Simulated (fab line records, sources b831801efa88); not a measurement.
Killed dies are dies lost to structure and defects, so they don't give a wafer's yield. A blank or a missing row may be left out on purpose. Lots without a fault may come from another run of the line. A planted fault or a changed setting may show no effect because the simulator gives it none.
Problem report in the 8D (eight disciplines) form, filled by code | flow gf180mcu | the parts of the form that need people (team, actions taken, sign-off) are left out

1. THE PROBLEM
NWELL_OVL at GF_NWELL_OVL_MEAS_07 reads a mean of 73.6 nm on 6 wafers of 2 lots; wafers without a fault read -0.7 nm with a standard deviation of 1.1. That is +68 standard deviations from the usual mean.
First seen on wafer L170.3, day 6 18:44, on overlay-01. The record holds 42 wafers of 14 lots with a number at this step. Rule for "out", or "out of limits": more than 4 standard deviations from the usual mean. The other wafers with a number count as sound.

2. WHAT IT IS AND WHAT IT IS NOT
question                    | is                     | is not
which readings at this step | NWELL_OVL              | -
which lots                  | L170, L172             | L155, L156, L157, L159, L161, L162, L163, L164, L169, L176, L177, L178
which wafers of those lots  | all that have a number | -
read on which gauges        | overlay-01, overlay-02 | -
when                        | from day 6 18:44       | up to then (27 sound wafers); but 9 sound wafers of L176, L177, L178 came after

3. SUSPECTS, AND WHAT RULES EACH OUT
Counting: a tool at a process step up to the reading stays a suspect if it ran every lot that is out and no sound lot after the first of them.
- the gauge at GF_NWELL_OVL_MEAS_07: ruled out. The wafers that are out were read on 2 gauges (overlay-01, overlay-02).
- iline_stepper-02 at GF_NWELL_EXPOSE_04 (exposes mask Nwell, target cd 860 nm): kept. It ran every lot that is out, first L170 (day 6 11:25), and no sound lot after that; its last sound lot up to then is L169 (day 6 05:59).
Left after counting: iline_stepper-02 at GF_NWELL_EXPOSE_04.

4. THE CAUSE (what the simulator had put in)
Scanner matching overlay: iline_stepper-02, from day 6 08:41 on, at GF_NWELL_EXPOSE_04. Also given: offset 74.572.
Counting left only this tool.

5. THE CHAIN OF EFFECTS, in route order
Each row: a reading whose mean over the struck wafers that have a number lies more than 3 standard deviations from the usual. Only readings for which the record gives a usual standard deviation are gone through. hours: the time from each lot's start at the first step in this table that gives one to its start at this step, as a median over the lots. sigmas: the change in usual standard deviations.
hours | step                 | reading   | usual   | on struck wafers | change | sigmas
0     | GF_NWELL_OVL_MEAS_07 | NWELL_OVL | -0.7 nm | 73.6             | +74.3  | +68
Later measuring or inspecting steps at which every struck wafer that the step has a row for has a number for every such reading, and none has moved that far: GF_VT_IMPLANT_OVL_MEAS_40.

6. WHAT WOULD HAVE CAUGHT IT SOONER
In this record the first reading out of limits at a measuring or inspecting step was taken at day 6 18:44, 10 hours after the fault began at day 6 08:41.
Of the lots that are out (2), L172 began GF_NWELL_EXPOSE_04 on iline_stepper-02 after day 6 18:44. A hold on the tool at that time would have spared it.
